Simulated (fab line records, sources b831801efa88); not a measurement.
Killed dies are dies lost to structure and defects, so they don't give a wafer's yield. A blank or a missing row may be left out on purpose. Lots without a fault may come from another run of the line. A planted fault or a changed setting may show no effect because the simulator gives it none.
Chamber matching | flow gf180mcu | GF_CONTACT_CMP_04 on cmp-01: 4 sister chambers
The step polishes SiO2. 4 wafers are shown with their chamber, then 9 later ones without.

WAFERS WITH THEIR CHAMBER
wafer  | chamber | motor_current_A (A)
L919.4 | 3       | 14.7
L934.2 | 0       | 10.4
L934.5 | 2       | 13.1
L934.6 | 1       | 10.8

WAFERS WITHOUT THEIR CHAMBER
wafer  | motor_current_A (A)
L935.1 | 10.8
L935.4 | 14.3
L935.5 | 13.7
L937.1 | 13.0
L937.5 | 10.5
L937.6 | 14.0
L936.1 | 13.9
L936.2 | 10.7
L936.6 | 14.3

WHICH CHAMBER EACH WENT THROUGH
wafer  | from the rows above     | in truth
L935.1 | can't be placed: 1 or 0 | 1
L935.4 | can't be placed: 3 or 2 | 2
L935.5 | can't be placed: 2 or 3 | 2
L937.1 | 2                       | 2
L937.5 | can't be placed: 0 or 1 | 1
L937.6 | can't be placed: 3 or 2 | 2
L936.1 | can't be placed: 3 or 2 | 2
L936.2 | can't be placed: 1 or 0 | 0
L936.6 | can't be placed: 3 or 2 | 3
Placed correctly: 1 of 9. Can't be placed from these rows: 8 (the true chamber is among the candidates in 8). Placed wrongly: 0.
How it was worked out, from the rows above alone: a wafer's distance from a chamber is the root of the sum, over the readings, of the square of ((its reading less the chamber's mean) divided by the reading's scatter). The wafer belongs to the nearest chamber; if the next one is less than 2 further off, it can't be placed. A chamber's mean is the mean of its shown wafers. The scatter: with one shown wafer a chamber, the root of the mean of the squares of how far each hidden wafer lies from its nearest shown one.
